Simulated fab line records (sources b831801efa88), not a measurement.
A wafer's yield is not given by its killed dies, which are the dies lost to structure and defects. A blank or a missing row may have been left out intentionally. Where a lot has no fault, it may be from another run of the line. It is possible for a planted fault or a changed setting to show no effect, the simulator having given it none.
Code-filled problem report in 8D (eight disciplines) form || flow sky130 || the parts of the form that need people (team, actions taken, sign-off) are left out

1. THE ISSUE
Wafers without a fault read 25.000 s, standard deviation 0.0092; overpolish_run_s at SKY_VIA4_CMP_21 reads a mean of 19.785 s on 6 wafers belonging to 2 lots. So: -99 or more standard deviations from the usual mean.
The step: polishes, stops on SiO2, t overpolish 25 s, target thk 0 nm.
First observed at day 47 18:12: wafer L571.1, on cmp-01. The record has a number at this step for 36 wafers belonging to 12 lots. Rule for "out", or "out of limits": more than 4 standard deviations from the usual mean. Any other wafer with a number is counted as sound.

2. WHAT IT IS; WHAT IT IS NOT
{"question": "which readings at this step", "is": "overpolish_run_s", "is not": "motor_current_A, time_to_endpoint_s"}
{"question": "which lots", "is": "L571, L573", "is not": "L552, L555, L557, L558, L559, L560, L562, L563, L565, L572"}
{"question": "which wafers of those lots", "is": "all that have a number", "is not": "-"}
{"question": "read on which tools", "is": "cmp-01", "is not": "cmp-02"}
{"question": "when", "is": "from day 47 18:12", "is not": "up to then (27 sound wafers); but 3 sound wafers of L572 came after"}

3. WHAT RULES OUT EACH SUSPECT
Counting: any tool at a process step up to the reading is kept as a suspect provided that every lot that is out went through it and no sound lot did after the first of them.
- cmp-01 at SKY_VIA4_CMP_21 (polishes, stops on SiO2, t overpolish 25 s, target thk 0 nm): kept. All lots that are out passed through it, beginning with L571 at day 47 18:12, and no sound lot followed; its final sound lot before that point was L565 at day 46 00:07. On those wafers its own readings are out: overpolish_run_s.
Left after counting: cmp-01 at SKY_VIA4_CMP_21.

4. THE CAUSE (what the simulator had put in)
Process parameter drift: cmp-01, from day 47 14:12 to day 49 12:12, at SKY_VIA4_CMP_21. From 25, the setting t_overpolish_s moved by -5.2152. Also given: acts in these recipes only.
The count eliminated every tool but this one.

5. SEQUENCE OF EFFECTS, ordered by route
Rows list readings where the struck wafers' mean (over those with a number) sits beyond 3 standard deviations from the usual. Scope: only readings with a usual standard deviation given in the record; hours: median across lots of the time from each lot's start at the first step in this table that gives one to its start at this step; sigmas: change in usual standard deviations.
{"hours": 0, "step": "SKY_VIA4_CMP_21", "reading": "overpolish_run_s", "usual": "25.000 s", "on struck wafers": 19.785, "change": -5.215, "sigmas": "-99 or more"}
Its process steps:
- SKY_VIA4_CMP_21: polishes, stops on SiO2, t overpolish 25 s, target thk 0 nm.

6. HOW IT WOULD HAVE BEEN CAUGHT EARLIER
4 hours passed between the start of the fault at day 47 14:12 and the first reading out of limits in this record, taken at day 47 18:12.
